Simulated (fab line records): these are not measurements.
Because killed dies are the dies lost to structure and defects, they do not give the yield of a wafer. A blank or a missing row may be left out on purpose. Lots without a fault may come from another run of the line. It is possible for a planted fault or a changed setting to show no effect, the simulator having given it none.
What tool caused it? -- flow sky130 -- Sampling: 10 lots, 30 wafers, 6 of 708 route steps

## WHAT THE GAUGES READ, wafer by wafer
SKY_SD_N_OVL_MEAS_08. Usual: SD_N_OVL -0.6 nm, standard deviation 1.4.
lot,measured,on,SD_N_OVL (nm),flag
L406,day 28 16:49,overlay-01,-1.4 -0.9 -0.2,
L407,day 29 00:31,overlay-01,1.5 1.1 -0.3,
L417,day 31 16:17,overlay-02,0.1 1.8 -0.8,
L419,day 32 10:22,overlay-01,0.2 -1.7 0.5,
L422,day 33 12:36,overlay-01,-0.9 1.7 -0.1,
L423,day 33 18:06,overlay-02,2.1 0.6 0.8,
L424,day 34 00:29,overlay-01,0.0 1.3 -0.6,
L425,day 34 10:41,overlay-01,-1.8 -1.9 0.1,
L427,day 34 22:30,overlay-02,-1.6 -1.1 -1.4,
L428,day 35 08:30,overlay-01,-3.3 -3.3 -1.5,

SKY_METAL1_THK_MEAS_06: measures by xrf. Usual: METAL1_ALCU_THK 252 nm, standard deviation 3.6.
lot,measured,on,METAL1_ALCU_THK (nm),flag
L406,day 32 09:39,film_metro-02,248 250 244,
L407,day 32 16:12,film_metro-01,260 258 258,
L417,day 35 07:14,film_metro-01,256 254 252,
L419,day 35 23:50,film_metro-01,257 254 255,
L422,day 37 01:08,film_metro-02,252 256 257,
L423,day 37 06:53,film_metro-01,249 253 254,
L424,day 37 11:56,film_metro-01,254 250 252,
L425,day 37 22:31,film_metro-02,249 251 248,
L427,day 38 09:48,film_metro-04,251 251 252,
L428,day 38 20:28,film_metro-01,255 256 253,

SKY_VIA1_RS_MEAS_22: uses a four-point probe to measure. Usual: VIA1_W_RS 0.432 ohm/sq, standard deviation 0.0042.
lot,measured,on,VIA1_W_RS (ohm/sq),flag
L406,day 34 18:38,film_metro-02,0.430 0.432 0.426,
L407,day 34 23:30,film_metro-02,0.437 0.432 0.642 0.437 0.431 0.643,OFF
L417,day 37 13:07,film_metro-03,0.428 0.428 0.431,
L419,day 38 06:01,film_metro-04,0.429 0.435 0.431,
L422,day 39 07:32,film_metro-02,0.433 0.436 0.426,
L423,day 39 12:20,film_metro-02,0.427 0.432 0.428,
L424,day 39 16:49,film_metro-04,0.430 0.434 0.430,
L425,day 40 02:49,film_metro-02,0.432 0.427 0.431,
L427,day 40 14:08,film_metro-03,0.432 0.427 0.437,
L428,day 41 00:16,film_metro-04,0.439 0.431 0.437,

SKY_VIA1_THK_MEAS_23: measures by xrf. Usual: VIA1_W_THK 265 nm, standard deviation 3.1.
lot,measured,on,VIA1_W_THK (nm),flag
L406,day 34 18:43,film_metro-02,264 261 266,
L407,day 35 02:28,film_metro-02,259 263 178 260 261 178,OFF
L417,day 37 13:14,film_metro-03,269 268 267,
L419,day 38 06:07,film_metro-04,266 263 266,
L422,day 39 07:38,film_metro-02,262 261 267,
L423,day 39 12:27,film_metro-02,265 264 264,
L424,day 39 16:56,film_metro-04,265 261 265,
L425,day 40 02:56,film_metro-02,261 265 263,
L427,day 40 14:15,film_metro-03,265 267 261,
L428,day 41 00:22,film_metro-04,260 264 261,

## EACH LOT AND THE TOOL THAT RAN IT (in order: tool; ch and the chambers of the sampled wafers; start)
lot,SKY_POLY_CUT_STRIP_12,SKY_VIA1_CVD_21
L406,"plasma_asher-03 ch 0,1, day 25 01:35","cvd_w-02 ch 0,1, day 34 18:31"
L407,"plasma_asher-03 ch 0,1, day 25 10:16","cvd_w-02 ch 0,1, day 34 23:22"
L417,"plasma_asher-03 ch 0,1, day 28 05:10","cvd_w-01 ch 0,1, day 37 13:02"
L419,"plasma_asher-03 ch 0,1, day 29 01:01","cvd_w-02 ch 0,1, day 38 05:55"
L422,"plasma_asher-01 ch 0,1, day 30 04:19","cvd_w-01 ch 0,1, day 39 07:26"
L423,"plasma_asher-01 ch 0,1, day 30 09:02","cvd_w-02 ch 0,1, day 39 12:14"
L424,"plasma_asher-03 ch 0,1, day 30 17:40","cvd_w-01 ch 0,1, day 39 16:43"
L425,"plasma_asher-01 ch 0,1, day 31 01:37","cvd_w-02 ch 0,1, day 40 02:44"
L427,"plasma_asher-04 ch 0,1, day 31 15:02","cvd_w-01 ch 0,1, day 40 14:02"
L428,"plasma_asher-01 ch 0,1, day 32 00:10","cvd_w-02 ch 0,1, day 41 00:09"
- SKY_POLY_CUT_STRIP_12: strips in O2/N2.
- SKY_VIA1_CVD_21: deposits W, target thk 270 nm, time 80.902 s.

## WHAT THE TOOLS THEMSELVES READ (means of the sampled wafers that have a number; where no wafer has one, the mark that the record gives instead)
SKY_POLY_CUT_STRIP_12. Usual: drypump_motor_current_A 5.64 A, standard deviation 0.16; o2_flow_sccm 3000 sccm, standard deviation 9.1; oes_product_au 0.453 a.u., standard deviation 0.0046; strip_time_to_endpoint_s 5.368 s, standard deviation 0.017.
lot,tool,drypump_motor_current_A (A),o2_flow_sccm (sccm),oes_product_au (a.u.),strip_time_to_endpoint_s (s),flag
L406,plasma_asher-03,5.64,3003,0.457,5.379,
L407,plasma_asher-03,5.66,3000,0.451,5.378,
L417,plasma_asher-03,5.65,3004,0.451,5.343,
L419,plasma_asher-03,5.62,2999,0.449,5.363,
L422,plasma_asher-01,5.79,3003,0.448,5.357,
L423,plasma_asher-01,5.78,3010,0.448,5.333,
L424,plasma_asher-03,5.68,2991,0.455,5.365,
L425,plasma_asher-01,5.77,2988,0.453,5.371,
L427,plasma_asher-04,5.51,3001,0.449,5.368,
L428,plasma_asher-01,5.63,3012,0.453,5.371,

SKY_VIA1_CVD_21. Usual: heater_power_w reads 816 W (standard deviation 52).
lot,tool,heater_power_w (W),flag
L406,cvd_w-02,810,
L407,cvd_w-02,798,
L417,cvd_w-01,811,
L419,cvd_w-02,858,
L422,cvd_w-01,802,
L423,cvd_w-02,764,
L424,cvd_w-01,810,
L425,cvd_w-02,773,
L427,cvd_w-01,806,
L428,cvd_w-02,795,

## THE ANSWER, worked out from the rows above alone
Rule: lot off if the mean of its wafers having a number is beyond 3 standard deviations from the usual mean. Also off: a lot with no number at a reading for which 4 or more lots have one. Any other lot the step has rows for is counted as sound. Order of review: gauges by route order, followed by the tools' own readings, for which a lot's mean as printed above is used. At the first step where some lot is off, the reading lying furthest off is the one used; lots without a number count as furthest.
Off: L407, at SKY_VIA1_RS_MEAS_22 (VIA1_W_RS).
A tool fits if, at a process step before that reading, it ran every lot that is off, and no sound lot after the first of them. The gauges at SKY_VIA1_RS_MEAS_22 are tried like those tools. None of those tried fits.

## WHAT THE SIMULATOR HAD PUT IN
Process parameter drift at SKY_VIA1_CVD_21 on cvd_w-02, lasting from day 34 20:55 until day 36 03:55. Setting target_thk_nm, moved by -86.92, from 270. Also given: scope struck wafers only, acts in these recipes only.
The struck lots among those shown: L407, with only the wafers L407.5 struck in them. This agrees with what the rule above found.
